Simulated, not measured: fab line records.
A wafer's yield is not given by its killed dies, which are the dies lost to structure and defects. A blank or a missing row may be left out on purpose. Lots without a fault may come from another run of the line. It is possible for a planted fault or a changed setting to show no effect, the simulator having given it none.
A lot that was struck, set against a sound lot || flow sky130 || 28 steps out of a route of 708
Sound: the wafers L679.3, L679.5, L679.6. Struck: wafer L672.5. (L672.2, L672.3 of the same lot were not struck and are left out.) The cause comes at the end.
Per side, at each step with rows, come the tool, then ch with its chambers, and then its first start. Under that, the readings that differ: sound wafers || struck wafers || difference of the means || sigmas: that difference in standard deviations of wafers without a fault.
alike: words and numbers the same on both sides, and readings whose means are apart by under 2 such deviations; not compared: readings that were withheld, readings missing a value for some wafer, numbers with overlapping values and no deviation given by the record, and bounds like >300 which may hide the same value.
A row with sigmas, a row that says differs or no value, or rows on one side alone: a step with any of these is where the two part. Non-overlapping numbers with no deviation appear without sigmas and do not part them. A reading that every wafer of one side lacks parts them only if that side has two wafers or more.

first, 1 step without rows for these wafers: SKY_VIA4_ETCH_12 (etches SiO2 in C4F8/O2/Ar, stops on TiN, target depth 580 nm).
SKY_VIA4_STRIP_13: strips in O2/N2.
  sound on plasma_asher-03 ch 0,1, day 47 09:52; struck on plasma_asher-02 ch 1, day 45 20:16
{"reading": "chamber_pressure_mTorr (mTorr)", "sound": "1500.9 1500.1 1496.9", "struck": 1502.5, "difference": "+3.2", "sigmas": "+2"}
{"reading": "drypump_motor_current_A (A)", "sound": "6.0 5.7 6.0", "struck": 5.2, "difference": -0.7, "sigmas": -2}
  alike: o2_flow_sccm, oes_product_au, strip_time_to_endpoint_s
  not compared: rf_hours_counter_h
then, 3 steps without rows for these wafers: SKY_VIA4_STRIP_14 (strips in post etch residue remover, time 1200 s); SKY_VIA4_CLEAN_15 (cleans in IPA, time 180 s); SKY_VIA4_CLEAN_16 (cleans in O3/DIW).
SKY_VIA4_SPUTTER_17: material TiN, target thk 20 nm, time 80 s.
  sound: pvd_sputter-02 at day 47 10:25; struck: pvd_sputter-01 at day 45 20:52
  alike: cathode_dc_power_W, throttle_valve_pct
then, 1 step without rows for these wafers: SKY_VIA4_CVD_18 (deposits W, target thk 505 nm, time 152.14 s).
SKY_VIA4_RS_MEAS_19: the measuring method here is four-point-probe.
  sound: film_metro-03 at day 47 10:41; struck: film_metro-04 at day 45 21:06
  alike: VIA4_W_RS
SKY_VIA4_THK_MEAS_20: measures by xrf.
  sound: film_metro-03 at day 47 10:47; struck: film_metro-04 at day 45 21:13
  alike: VIA4_W_THK
SKY_VIA4_CMP_21: polishes, stops on SiO2, t overpolish 25 s, target thk 0 nm.
  sound on cmp-01 ch 0,1,3, day 47 10:55; struck on cmp-02 ch 2, day 45 21:16
{"reading": "head_pressure_psi (psi)", "sound": "3.501 3.507 3.503", "struck": 3.480, "difference": -0.024, "sigmas": -3}
  alike: motor_current_A, overpolish_run_s, retaining_ring_pressure_frac, slurry_filter_dp_kPa, time_to_endpoint_s
then, 2 steps without rows for these wafers: SKY_METAL5_SPUTTER_00 (material Ti, target thk 15 nm, time 10 s); SKY_METAL5_SPUTTER_01 (material TiN, target thk 20 nm, time 16.7 s).
SKY_METAL5_SPUTTER_02: material AlCu, target thk 1150 nm, time 61.2 s.
  sound: pvd_sputter-01 at day 47 11:10; struck: pvd_sputter-04 at day 45 21:37
{"reading": "model.AlCu_of_METAL5_SPUTTER_02.thk_nm (nm)", "sound": "1167 1177 1171", "struck": 1406, "difference": "+234", "sigmas": ""}
  alike: cathode_dc_power_W, throttle_valve_pct
SKY_METAL5_SPUTTER_03: material Ti, target thk 5 nm, time 3.3 s.
  sound: pvd_sputter-01 at day 47 11:13; struck: pvd_sputter-04 at day 45 21:40
  alike: cathode_dc_power_W, throttle_valve_pct
then, 1 step without rows for these wafers: SKY_METAL5_SPUTTER_04 (material TiN, target thk 70 nm, time 58.3 s).
SKY_METAL5_RS_MEAS_05: the measuring method here is four-point-probe.
  sound: film_metro-01 at day 47 11:19; struck: film_metro-03 at day 45 21:45
{"reading": "METAL5_ALCU_RS (ohm/sq)", "sound": "0.02665 0.02638 0.02655", "struck": 0.02212, "difference": -0.00441, "sigmas": -16}
SKY_METAL5_THK_MEAS_06: measures by xrf.
  sound: film_metro-01 at day 47 11:25; struck: film_metro-03 at day 45 21:52
{"reading": "METAL5_ALCU_THK (nm)", "sound": "1193 1193 1189", "struck": 1418, "difference": "+226", "sigmas": "+17"}
then, 7 steps without rows for these wafers: SKY_METAL5_DEHYDRATE_07 (time 60 s); SKY_METAL5_HMDS_08 (prime time 60 s); SKY_METAL5_COAT_09 (resist thk 1800 nm); SKY_METAL5_SOFTBAKE_10 (time 60 s); SKY_METAL5_EXPOSE_11 (exposes mask MM5, target cd 1600 nm); SKY_METAL5_PEB_12; SKY_METAL5_DEVELOP_13 (develop time 60 s).
SKY_METAL5_DESCUM_14: chemistry O2, time 11 s.
  sound on rie_metal-03 ch 0,1, day 48 06:55; struck on rie_metal-03 ch 0, day 46 18:54
  alike: chamber_pressure_mTorr, drypump_motor_current_A, oes_product_au
  not compared: rf_hours_counter_h
SKY_METAL5_METAL_ETCH_15: etches the open film in Cl2/BCl3, stops on SiO2, target depth 1260 nm, time 252 s.
  sound on rie_metal-03 ch 0,1, day 48 07:01; struck on rie_metal-03 ch 0, day 46 18:56
{"reading": "oes_product_au (a.u.)", "sound": "0.897 0.896 0.899", "struck": 0.980, "difference": "+0.083", "sigmas": "+16"}
  alike: chamber_pressure_mTorr, drypump_motor_current_A, throttle_valve_pct
  not compared: rf_hours_counter_h
then, 1 step without rows for these wafers: SKY_METAL5_STRIP_16 (strips in O2/N2).
SKY_PAD_OPEN_PROBE_99:
  sound: prober-02 at day 49 22:29; struck: prober-01 at day 48 14:51
{"reading": "model.etest.met5_comb.leak_log10_a_um", "sound": "-11.94 -12.11 -12.15", "struck": -8.049, "difference": "+4.018", "sigmas": ""}
{"reading": "model.etest.met5.rs_ohm_sq", "sound": "0.02675 0.02628 0.02702", "struck": 0.02236, "difference": -0.00432, "sigmas": ""}
{"reading": "model.etest.met5.line_ohm_um", "sound": "0.0167 0.01642 0.01688", "struck": 0.014, "difference": -0.003, "sigmas": ""}

== WHERE THEY PART ==
Last at SKY_METAL5_METAL_ETCH_15 as far as this record goes, first at SKY_VIA4_STRIP_13.

WHY: what the simulator had put in
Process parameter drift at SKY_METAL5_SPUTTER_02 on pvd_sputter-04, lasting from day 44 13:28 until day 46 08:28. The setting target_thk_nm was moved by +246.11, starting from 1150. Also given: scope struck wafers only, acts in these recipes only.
